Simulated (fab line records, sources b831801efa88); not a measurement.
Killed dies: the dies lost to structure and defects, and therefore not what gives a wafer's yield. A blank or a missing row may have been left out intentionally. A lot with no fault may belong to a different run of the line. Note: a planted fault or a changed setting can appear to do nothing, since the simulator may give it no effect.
A struck lot beside a sound one :: flow sky130 :: 16 steps out of a route of 708
Sound: these wafers, L829.1, L829.2, L829.6. Wafers struck: L839.2, L839.3, L839.4. Last of all comes the cause.
Order at every step that has rows: each side's tool, ch and its chambers, its first start. Under that, the readings that differ: sound wafers :: struck wafers :: difference of the means :: sigmas: that difference in standard deviations of wafers without a fault.
alike: readings with means less than 2 such deviations apart, plus words and numbers identical on both sides. not compared: withheld readings, readings lacking a value on some wafer, bounds such as >300 that could conceal the same value, and numbers that have no deviation in the record and whose values overlap.
Wherever a step has rows on one side only, a row that says differs or no value, or a row with sigmas, the two part there. Numbers that don't overlap but have no deviation are shown without sigmas and don't part them. A reading missing from all wafers of one side parts the sides only when that side holds two or more wafers.

first, 7 steps without rows for these wafers: SKY_METAL4_HMDS_06 (prime time 60 s); SKY_METAL4_COAT_07 (resist thk 60 nm); SKY_METAL4_COAT_08 (resist thk 1140 nm); SKY_METAL4_SOFTBAKE_09 (time 90 s); SKY_METAL4_EXPOSE_10 (exposes mask MM4, target cd 300 nm); SKY_METAL4_PEB_11; SKY_METAL4_DEVELOP_12 (develop time 60 s).
SKY_METAL4_CD_MEAS_13: target cd 300 nm.
  struck on cdSem-01, day 45 16:49; sound on cdSem-01, day 43 04:20
  alike: cdNm
SKY_METAL4_OVL_MEAS_14:
  struck on overlay-02, day 45 16:55; sound on overlay-02, day 43 04:28
  alike: METAL4_OVL
SKY_METAL4_DESCUM_15: chemistry O2, time 8 s.
  sound on rieMetal-03 ch 0,1, day 43 04:30; struck on rieMetal-02 ch 0,1, day 45 16:57
  alike: drypumpMotorCurrentA, oesProductAu
  not compared: rfHoursCounterH
SKY_METAL4_ETCH_16: etches BARC in N2/H2, stops on SiO2, time 88.2 s, target depth 60 nm.
  sound on rieMetal-03 ch 0,1, day 43 04:32; struck on rieMetal-02 ch 0,1, day 45 16:59
  alike: drypumpMotorCurrentA, oesProductAu, throttleValvePct
  not compared: rfHoursCounterH
SKY_METAL4_ETCH_17: etches SiO2 in C4F8/O2/Ar, stops on TiN, time 3.9 s, target depth 15 nm.
  sound on rieDiel-03 ch 1,3, day 43 04:38; struck on rieDiel-02 ch 1,2,3, day 45 17:05
  alike: oesProductAu
  not compared: rfHoursCounterH
SKY_METAL4_METAL_ETCH_18: etches the open film in Cl2/BCl3, stops on SiO2, target depth 845 nm, time 183.1 s.
  sound on rieMetal-02 ch 0,1, day 43 04:39; struck on rieMetal-04 ch 0,1, day 45 17:06
reading: oesProductAu (a.u.)
sound: 0.856 0.870 0.861
struck: 0.802 0.798 0.797
difference: -0.063
sigmas: -10

reading: overEtchFrac
sound: 0.3 0.3 0.3
struck: 0.51568 0.51568 0.51568
difference: +0.21568
sigmas: 

reading: model.KrF-thick_of_METAL4_COAT_08.thkNm (nm)
sound: 533 533.8 536.7
struck: 441 445.5 440.2
difference: -92
sigmas: 

reading: model.METAL4.cdNm (nm)
sound: 298.5 301.6 298.3
struck: 290.5 286.7 288.4
difference: -10.9
sigmas: 

reading: model.SiO2_of_VIA3_HDPCVD_00.thkNm (nm)
sound: 435.1 435 435.8
struck: 432.5 431.6 432.5
difference: -3.1
sigmas: 
  alike: drypumpMotorCurrentA, throttleValvePct
  not compared: rfHoursCounterH
SKY_METAL4_STRIP_19: strips in O2/N2.
  sound on plasmaAsher-03 ch 0,1, day 43 04:49; struck on plasmaAsher-03 ch 0,1, day 45 17:16
reading: oesProductAu (a.u.)
sound: 0.508 0.509 0.516
struck: 0.457 0.460 0.473
difference: -0.048
sigmas: -9

reading: stripTimeToEndpointS (s)
sound: 6.60 6.59 6.63
struck: 5.67 5.70 5.67
difference: -0.93
sigmas: -16
  alike: drypumpMotorCurrentA
  not compared: rfHoursCounterH
then, 1 step without rows for these wafers: SKY_METAL4_STRIP_20 (strips in post etch residue remover, time 1200 s).
-- the record jumps here: 4 days lie between the struck wafers' starts before and after (it left off in module METAL4 and takes up again in module PAD_OPEN, whose first step shown is number 708 of the route) --
SKY_PAD_OPEN_PROBE_99:
  struck on prober-02, day 49 05:40; sound on prober-01, day 47 00:11
reading: model.etest.met4.widthNm (nm)
sound: 297 300.6 299
struck: 290.2 285.6 285.8
difference: -11.7
sigmas: 
  alike: defectLimitedYield, killed_at_M0_to_M3, killed_at_M4_up, killedAtContacts, killedAtFrontEnd, killedAtOther, killedDies, killedOpen, killedShort, sort_bin_3_pad_short, sort_bin_5_function, sort_bin_6_memory, sortNPass, sortYieldPct
  not compared: model.etest.met4.lineOhmUm

== WHERE THEY PART ==
At SKY_METAL4_METAL_ETCH_18 first; at SKY_METAL4_STRIP_19 last (within this record only). Later steps at which nothing parts them and some readings are alike: SKY_PAD_OPEN_PROBE_99.

WHY: what the simulator had put in
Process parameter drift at SKY_METAL4_METAL_ETCH_18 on rieMetal-04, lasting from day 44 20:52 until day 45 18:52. From 0.3, the setting overEtchFrac moved by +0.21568. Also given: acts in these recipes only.
